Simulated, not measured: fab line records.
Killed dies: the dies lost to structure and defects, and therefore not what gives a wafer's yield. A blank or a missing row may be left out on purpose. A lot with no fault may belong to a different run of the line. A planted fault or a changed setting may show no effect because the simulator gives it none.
What tool caused it? ; flow sfq_line ; Sampling: 13 lots, 39 wafers, 4 of 325 route steps

## WHAT THE GAUGES READ, wafer by wafer
SFQ_M8_BOW_MEAS_951. Usual: for M8_BOW the level is 8 um and the standard deviation is 10.
lot;measured;on;M8_BOW (um);flag
L343;day 75 13:11;film_metro-02;25 8 17;
L347;day 76 01:19;film_metro-01;21 25 18;
L348;day 76 03:35;film_metro-03;-3 -5 -13;
L349;day 76 05:59;film_metro-03;19 20 8;
L350;day 76 08:22;film_metro-01;1 -1 6;
L351;day 83 03:36;film_metro-02;1 2 1;
L352;day 83 07:13;film_metro-01;6 10 0;
L354;day 83 10:48;film_metro-03;12 7 22;
L358;day 84 03:25;film_metro-02;16 15 11;
L359;day 84 09:31;film_metro-01;13 10 17;
L364;day 86 10:34;film_metro-03;-2 3 0;
L365;day 86 11:55;film_metro-01;29 28 20;
L366;day 88 09:26;film_metro-02;-4 -9 -9;

## WHICH TOOL RAN EACH LOT (tool, then ch and the chambers of the sampled wafers, then the start)
lot;SFQ_TRILAYER_I2_CMP_CMP_064;SFQ_TRILAYER_A5C_DEP_PECVD_142;SFQ_TRILAYER_I7_METRO_MEASURE_185
L343;cmp-02 ch 0,3, day 29 11:39;pecvd-01 ch 0,1,2, day 51 01:40;film_metro-04, day 67 21:23
L347;cmp-02 ch 2,3, day 33 17:43;pecvd-03 ch 1,2, day 51 07:41;film_metro-02, day 68 03:35
L348;cmp-01 ch 2,3, day 34 01:09;pecvd-01 ch 0,2, day 51 08:43;film_metro-03, day 68 06:23
L349;cmp-02 ch 0,1,3, day 34 08:13;pecvd-03 ch 0,1,2, day 58 06:40;film_metro-04, day 68 08:13
L350;cmp-02 ch 0,2,3, day 34 20:38;pecvd-01 ch 0,1,2, day 58 07:53;film_metro-03, day 68 15:11
L351;cmp-02 ch 0,2,3, day 35 00:38;pecvd-03 ch 1,2, day 64 03:37;film_metro-03, day 79 00:16
L352;cmp-01 ch 0,1,2, day 35 04:53;pecvd-01 ch 0,1,2, day 64 06:37;film_metro-04, day 79 08:11
L354;cmp-01 ch 1,2, day 36 10:23;pecvd-01 ch 0,2, day 64 12:37;film_metro-03, day 79 13:59
L358;cmp-02 ch 1,3, day 42 04:35;pecvd-04 ch 0,1,2, day 65 00:26;film_metro-03, day 80 09:40
L359;cmp-02 ch 0,1, day 42 16:05;pecvd-03 ch 1,2, day 65 01:44;film_metro-02, day 80 11:11
L364;cmp-01 ch 0,2,3, day 44 07:44;pecvd-03 ch 0,1,2, day 71 01:41;film_metro-02, day 82 12:45
L365;cmp-01 ch 1,2,3, day 44 23:44;pecvd-01 ch 1,2, day 71 17:17;film_metro-04, day 82 19:59
L366;cmp-01 ch 0,2,3, day 45 02:44;pecvd-03 ch 1,2, day 79 15:24;film_metro-04, day 87 22:26
- SFQ_TRILAYER_I2_CMP_CMP_064: polishes SiO2.
- SFQ_TRILAYER_A5C_DEP_PECVD_142: deposits SiO2 from SiH4/N2O, time 15.556 s, target thk 70 nm.
- SFQ_TRILAYER_I7_METRO_MEASURE_185

## WHAT THE TOOLS THEMSELVES READ (means of the sampled wafers that have a number; where no wafer has one, the mark that the record gives instead)
SFQ_TRILAYER_I2_CMP_CMP_064. Usual: head_pressure_psi 3.001 psi, standard deviation 0.0067; motor_current_A 10.3 A, standard deviation 1.1; time_to_endpoint_s 215 s, standard deviation 7.8.
lot;tool;head_pressure_psi (psi);motor_current_A (A);time_to_endpoint_s (s);flag
L343;cmp-02;2.994;8.6;209;
L347;cmp-02;3.003;9.1;218;
L348;cmp-01;3.001;11.2;217;
L349;cmp-02;2.999;9.1;213;
L350;cmp-02;2.993;9.6;203;
L351;cmp-02;3.006;10.0;210;
L352;cmp-01;2.999;11.0;221;
L354;cmp-01;3.008;11.3;219;
L358;cmp-02;3.006;9.2;216;
L359;cmp-02;2.597;8.9;253;OFF
L364;cmp-01;2.998;10.5;210;
L365;cmp-01;2.997;11.4;213;
L366;cmp-01;2.998;10.8;214;

SFQ_TRILAYER_A5C_DEP_PECVD_142. Usual: heater_power_w 84 W, standard deviation 16; throttle_valve_pct 24.5 %, standard deviation 1.2.
lot;tool;heater_power_w (W);throttle_valve_pct (%);flag
L343;pecvd-01;90;23.6;
L347;pecvd-03;90;24.7;
L348;pecvd-01;78;23.5;
L349;pecvd-03;77;23.4;
L350;pecvd-01;95;24.0;
L351;pecvd-03;87;23.5;
L352;pecvd-01;89;24.4;
L354;pecvd-01;65;24.5;
L358;pecvd-04;78;25.6;
L359;pecvd-03;84;23.5;
L364;pecvd-03;78;24.1;
L365;pecvd-01;99;26.2;
L366;pecvd-03;89;24.6;

SFQ_TRILAYER_I7_METRO_MEASURE_185. Usual: thk_nm at 200.0 nm, with a standard deviation of 1.1.
lot;tool;thk_nm (nm);flag
L343;film_metro-04;201.4;
L347;film_metro-02;200.6;
L348;film_metro-03;198.7;
L349;film_metro-04;198.5;
L350;film_metro-03;201.2;
L351;film_metro-03;198.9;
L352;film_metro-04;199.4;
L354;film_metro-03;199.4;
L358;film_metro-03;199.3;
L359;film_metro-02;200.2;
L364;film_metro-02;199.9;
L365;film_metro-04;199.5;
L366;film_metro-04;200.3;

## THE ANSWER, worked out from the rows above alone
Rule: a lot counts as off when the mean over its wafers that have a number is more than 3 standard deviations away from the usual mean. Also off: a lot with no number at a reading for which 4 or more lots have one. All remaining lots with rows at the step are treated as sound. Order of review: gauges by route order, followed by the tools' own readings, for which a lot's mean as printed above is used. At the first step where some lot is off, the reading lying furthest off is the one used; lots without a number count as furthest.
Off at SFQ_TRILAYER_I2_CMP_CMP_064 (head_pressure_psi): L359.
If a tool, at that step or one of the process steps before it, ran each lot that is off and ran no sound lot following the first of them, it fits. One fits: SFQ_TRILAYER_I2_CMP_CMP_064 on cmp-02. Its last sound lot is L358 (day 42 04:35), its first lot that is off L359 (day 42 16:05): a fault that began between those two fits.
The tool's own readings at SFQ_TRILAYER_I2_CMP_CMP_064 bear it out: on the lots that are off they differ by more than 5 times the standard deviation of the sound lots' means. head_pressure_psi reads 2.597 psi there against 3.000 psi on the sound lots; time_to_endpoint_s reads 253 s there against 214 s on the sound lots.

## WHAT THE SIMULATOR PUT IN
cmp-02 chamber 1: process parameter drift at SFQ_TRILAYER_I2_CMP_CMP_064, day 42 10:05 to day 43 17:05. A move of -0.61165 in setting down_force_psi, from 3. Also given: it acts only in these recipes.
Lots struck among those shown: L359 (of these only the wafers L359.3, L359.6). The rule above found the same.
